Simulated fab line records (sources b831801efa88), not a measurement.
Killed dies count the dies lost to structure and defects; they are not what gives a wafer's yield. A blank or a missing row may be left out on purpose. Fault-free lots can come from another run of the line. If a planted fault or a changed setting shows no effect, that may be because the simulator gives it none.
A single fault, viewed from 2 desks :: flow gf180mcu :: numbers are kept per desk, each desk with only its own; the story behind them comes last

## DESK OF THE TOOL OWNER: pvdSputter-01
The tool's own readings at GF_MIM_SPUTTER_08 (material AlCu, target thk 200 nm, time 10.6 s): means of the sampled wafers that have a number, for each lot that ran on this tool. Marked OUT: a lot whose mean sits more than 4 standard deviations from the usual mean, which makes it out of limits; the brackets give that distance.
Columns: A = cathodeDcPowerW at GF_MIM_SPUTTER_08, usual 10600 W; B = throttleValvePct at GF_MIM_SPUTTER_08, usual 30.3 %
lot: L470
first seen here: day 25 16:50
A: 10601
B: 29.9

lot: L476
first seen here: day 27 09:51
A: 10600
B: 30.6

lot: L477
first seen here: day 27 16:36
A: 10598
B: 30.6

lot: L486
first seen here: day 30 06:01
A: 10599
B: 30.2
This desk's verdict: no lot among the 4 shows anything out of limits.

## THE METROLOGY DESK
What the gauges read, lot by lot, whatever tool the lot ran on: means of the sampled wafers that have a number. Marked OUT: a lot whose mean sits more than 4 standard deviations from the usual mean, which makes it out of limits; the brackets give that distance.
Columns: A = V4_CVD_00_THK at GF_V4_THK_MEAS_01, usual 604 nm; B = MIM_ALCU_RS at GF_MIM_RS_MEAS_10, usual 0.1600 ohm/sq; C = MIM_ALCU_THK at GF_MIM_THK_MEAS_11, usual 198.4 nm
lot: L470
first seen here: day 24 16:57
A: 604
B: 0.1612
C: 195.3

lot: L474
first seen here: day 25 14:17
A: 606
B: 0.1589
C: 198.7

lot: L475
first seen here: day 26 02:37
A: 604
B: 0.1595
C: 198.7

lot: L476
first seen here: day 26 10:25
A: 597
B: 0.1595
C: 198.8

lot: L477
first seen here: day 26 17:32
A: 603
B: 0.1611
C: 198.0

lot: L478
first seen here: day 27 05:01
A: 598
B: 0.1607
C: 197.2

lot: L480
first seen here: day 27 12:46
A: 604
B: 0.1570
C: 201.5

lot: L486
first seen here: day 29 08:26
A: 607
B: 0.1977 (+17) OUT
C: 170.4 (-9.3) OUT

lot: L488
first seen here: day 29 16:57
A: 594
B: 0.1604
C: 197.9

lot: L491
first seen here: day 30 21:52
A: 601
B: 0.1592
C: 200.8
Finding of this desk: L486 out of limits, first seen on L486 at day 30 06:04 (MIM_ALCU_RS at GF_MIM_RS_MEAS_10). In limits: L470, L474, L475, L476, L477, L478, L480, L488, L491.

## TAKEN TOGETHER
On L486, the metrology desk was in a position to raise an alarm at day 30 06:04.
The tool owner's desk saw nothing out of limits.
On record at the tool owner's desk: L486, within its limits.
All the named lots went through GF_MIM_SPUTTER_08 on pvdSputter-01.

## WHAT THE SIMULATOR PUT IN
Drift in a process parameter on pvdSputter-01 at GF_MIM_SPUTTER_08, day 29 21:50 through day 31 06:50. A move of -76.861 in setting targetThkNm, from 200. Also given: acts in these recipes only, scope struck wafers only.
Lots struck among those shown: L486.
Hours from the fault's start to each desk's first reading out of limits: the metrology desk, 8.
